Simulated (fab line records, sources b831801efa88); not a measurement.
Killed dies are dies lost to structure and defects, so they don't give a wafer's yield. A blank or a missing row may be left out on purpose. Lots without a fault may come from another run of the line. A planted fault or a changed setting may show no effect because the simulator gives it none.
One fault seen from 2 desks | flow sfq_line | each desk has only its own numbers; what lay behind them comes last

THE TOOL OWNER'S DESK: rie_metal-03
The tool's own readings at SFQ_TRILAYER_M4_ETCH_METAL_ETCH_096 (etches Nb in Cl2/Ar, stops on SiO2, target depth 240 nm, time 120 s): means of the sampled wafers that have a number, for each lot that ran on this tool. A lot is out of limits, marked OUT, if its mean lies more than 4 standard deviations from the usual mean; the brackets give that distance.
Columns: A = drypump_motor_current_A at SFQ_TRILAYER_M4_ETCH_METAL_ETCH_096, usual 6.0 A; B = oes_product_au at SFQ_TRILAYER_M4_ETCH_METAL_ETCH_096, usual 0.894 a.u.; C = rf_fwd_power_W at SFQ_TRILAYER_M4_ETCH_METAL_ETCH_096, usual 597.4 W
lot  | first seen here | A   | B     | C
L829 | day 58 13:39    | 6.2 | 0.891 | 599.0
L835 | day 60 00:40    | 5.8 | 0.900 | 693.4 (+53) OUT
L837 | day 60 07:50    | 5.8 | 0.890 | 693.0 (+53) OUT
L841 | day 62 19:08    | 6.0 | 0.896 | 596.5
L842 | day 63 02:07    | 6.1 | 0.896 | 596.8
L843 | day 63 09:16    | 6.3 | 0.898 | 599.7
L844 | day 63 14:07    | 6.1 | 0.888 | 597.7
L845 | day 63 21:16    | 6.1 | 0.886 | 597.5
This desk's finding: out of limits on L835, L837; first on L835, day 60 00:40 (rf_fwd_power_W at SFQ_TRILAYER_M4_ETCH_METAL_ETCH_096). In limits: L829, L841, L842, L843, L844, L845.

THE METROLOGY DESK
What the gauges read, lot by lot, whatever tool the lot ran on: means of the sampled wafers that have a number. A lot is out of limits, marked OUT, if its mean lies more than 4 standard deviations from the usual mean; the brackets give that distance.
Columns: A = J5_OVL at SFQ_JJ_OVL_MEAS_931, usual -1 nm
lot  | first seen here | A
L823 | day 51 08:52    | -3
L825 | day 52 02:22    | -4
L827 | day 52 18:48    | -6
L829 | day 59 13:01    | 2
L830 | day 59 16:38    | 3
L835 | day 65 14:34    | -3
L837 | day 66 05:16    | -2
L836 | day 66 10:16    | 4
L839 | day 67 05:21    | -1
L841 | day 68 17:25    | 1
L842 | day 69 03:02    | 6
L843 | day 69 16:50    | 4
L844 | day 70 00:00    | 1
L845 | day 70 02:14    | -0
This desk's finding: nothing out of limits on any of the 14 lots.

PUT TOGETHER
The tool owner's desk could have raised an alarm at day 60 00:40, on L835, L837.
The metrology desk saw nothing out of limits.
The metrology desk has L835, L837 on record, within its limits.
Of the lots named, all ran SFQ_TRILAYER_M4_ETCH_METAL_ETCH_096 on rie_metal-03.

WHAT THE SIMULATOR HAD PUT IN
Process parameter drift: rie_metal-03, from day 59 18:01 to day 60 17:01, at SFQ_TRILAYER_M4_ETCH_METAL_ETCH_096. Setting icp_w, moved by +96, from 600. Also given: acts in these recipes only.
Lots struck among those shown: L835, L837.
Hours from the fault's start to each desk's first reading out of limits: the tool owner's desk, 7.
